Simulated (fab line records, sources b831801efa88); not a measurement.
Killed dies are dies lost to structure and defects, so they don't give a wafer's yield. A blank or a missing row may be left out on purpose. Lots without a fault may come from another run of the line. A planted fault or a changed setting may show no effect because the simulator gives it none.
Which tool did it? | flow gf180mcu | 12 lots, 36 wafers sampled, at 3 steps of a route of 602

WHAT THE GAUGES READ, wafer by wafer
GF_V1_OVL_MEAS_15.
lot  | measured     | on         | V1_OVL (nm)
L075 | day 18 11:21 | overlay-02 | -2 0 4
L077 | day 19 03:10 | overlay-01 | -6 -6 -3
L079 | day 19 22:30 | overlay-01 | 13 5 5
L081 | day 20 20:47 | overlay-01 | -11 -5 5
L083 | day 21 12:04 | overlay-02 | -3 9 5
L085 | day 22 03:59 | overlay-02 | 11 14 9
L087 | day 22 22:47 | overlay-01 | 6 3 -4
L089 | day 24 05:23 | overlay-01 | 0 4 0
L091 | day 24 21:47 | overlay-01 | -4 -5 -8
L093 | day 25 12:46 | overlay-02 | -1 -7 1
L095 | day 25 21:53 | overlay-01 | -3 -2 -3
L097 | day 26 12:32 | overlay-01 | -4 -10 -8

WHICH TOOL RAN EACH LOT (tool, then ch and the chambers of the sampled wafers, then the start)
lot  | GF_SAB_ETCH_11                     | GF_V1_CVD_02
L075 | rie_diel-02 ch 0,1,3, day 15 12:36 | pecvd-04 ch 0,2, day 17 11:55
L077 | rie_diel-03 ch 0,1, day 16 02:59   | pecvd-04 ch 0,1,2, day 18 02:50
L079 | rie_diel-04 ch 0,1, day 16 19:53   | pecvd-02 ch 1,2, day 18 21:31
L081 | rie_diel-03 ch 1,2,3, day 17 16:25 | pecvd-02 ch 0,1,2, day 19 19:52
L083 | rie_diel-04 ch 0,2,3, day 18 08:33 | pecvd-02 ch 0,2, day 20 12:01
L085 | rie_diel-03 ch 1,2,3, day 18 23:56 | pecvd-01 ch 0,2, day 21 04:21
L087 | rie_diel-03 ch 0,2,3, day 19 16:45 | pecvd-04 ch 0,1,2, day 21 22:16
L089 | rie_diel-02 ch 2,3, day 21 03:51   | pecvd-02 ch 0,1,2, day 23 06:01
L091 | rie_diel-04 ch 1,2, day 21 20:09   | pecvd-01 ch 0,2, day 23 22:22
L093 | rie_diel-04 ch 0,2, day 22 13:35   | pecvd-04 ch 1,2, day 24 14:54
L095 | rie_diel-02 ch 0,2,3, day 23 00:57 | pecvd-04 ch 0,1,2, day 24 23:50
L097 | rie_diel-03 ch 0,2,3, day 23 15:14 | pecvd-04 ch 0,2, day 25 14:40
- GF_SAB_ETCH_11: etches SiO2 in C4F8/O2/Ar, target depth 55 nm, time 8.5 s.
- GF_V1_CVD_02: deposits SiO2 from TEOS, target thk 850 nm, time 94.851 s.

THE ANSWER, worked out from the rows above alone
Rule: what is usual is taken from the lots themselves. Put in order of their means at a reading, lots are off if they are a third of the lots or fewer, leave a main group of 4 or more, and stand apart from it by a gap of 3 or more times the standard deviation of the main group's means; of several such gaps the widest counts. A main group whose means are all the same, to the digits that the tables above print for the reading, isn't used. A lot without any number at a reading at which 4 lots or more have one is off too. The other lots that the step has rows for count as sound.
No lot is off at any reading shown: from this, nothing can be told.

WHAT THE SIMULATOR HAD PUT IN
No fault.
